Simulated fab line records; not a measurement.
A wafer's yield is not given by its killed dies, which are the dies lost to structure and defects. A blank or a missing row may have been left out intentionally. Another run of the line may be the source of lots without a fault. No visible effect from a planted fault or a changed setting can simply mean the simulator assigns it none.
The same fault as seen by 2 desks :: flow gf180mcu :: each desk has only its own numbers; what lay behind them comes last

== THE TOOL OWNER'S DESK: rie-diel-02 ==
The tool's own readings at GF_M5_ETCH_09 (etches Si3N4 in CF4/O2, target depth 52 nm, time 11.6 s): means of the sampled wafers that have a number, for each lot that ran on this tool. A lot is out of limits, marked OUT, if its mean lies more than 4 standard deviations from the usual mean; the brackets give that distance.
Columns: A = cf4-flow-sccm at GF_M5_ETCH_09, usual 79.99 sccm; B = chamber-pressure-mTorr at GF_M5_ETCH_09, usual 150.00 mTorr; C = drypump-motor-current-A at GF_M5_ETCH_09, usual 5.6 A; D = oes-product-au at GF_M5_ETCH_09, usual 1.003 a.u.; E = throttle-valve-pct at GF_M5_ETCH_09, usual 5.972 %
lot: L825
first seen here: day 28 20:23
A: 79.99
B: 150.06
C: 5.4
D: 0.994
E: 5.967

lot: L831
first seen here: day 30 11:26
A: 79.94
B: 149.87
C: 5.4
D: 1.004
E: 5.972

lot: L834
first seen here: day 31 09:23
A: 79.65
B: 149.98
C: 5.5
D: 0.977
E: 5.964
Result from this desk: across the 3 lots, nothing is out of limits.

== THE METROLOGY DESK ==
What the gauges read, lot by lot, whatever tool the lot ran on: means of the sampled wafers that have a number. A lot is out of limits, marked OUT, if its mean lies more than 4 standard deviations from the usual mean; the brackets give that distance.
Columns: A = cd-nm at GF_M5_CD_MEAS_07, usual 280.3 nm; B = M5_OVL at GF_M5_OVL_MEAS_08, usual -3 nm
lot: L826
first seen here: day 28 19:31
A: 283.5
B: -3

lot: L825
first seen here: day 28 20:17
A: 279.3
B: -7

lot: L831
first seen here: day 30 11:16
A: 280.1
B: -10

lot: L834
first seen here: day 31 09:16
A: 279.1
B: -7

lot: L837
first seen here: day 31 20:58
A: 279.9
B: -2

lot: L841
first seen here: day 32 02:08
A: 281.0
B: -11
Result from this desk: across the 6 lots, nothing is out of limits.

== ALL TOGETHER ==
Nothing out of limits was seen by the tool owner's desk.
The metrology desk saw nothing out of limits.

== WHAT THE SIMULATOR PUT IN ==
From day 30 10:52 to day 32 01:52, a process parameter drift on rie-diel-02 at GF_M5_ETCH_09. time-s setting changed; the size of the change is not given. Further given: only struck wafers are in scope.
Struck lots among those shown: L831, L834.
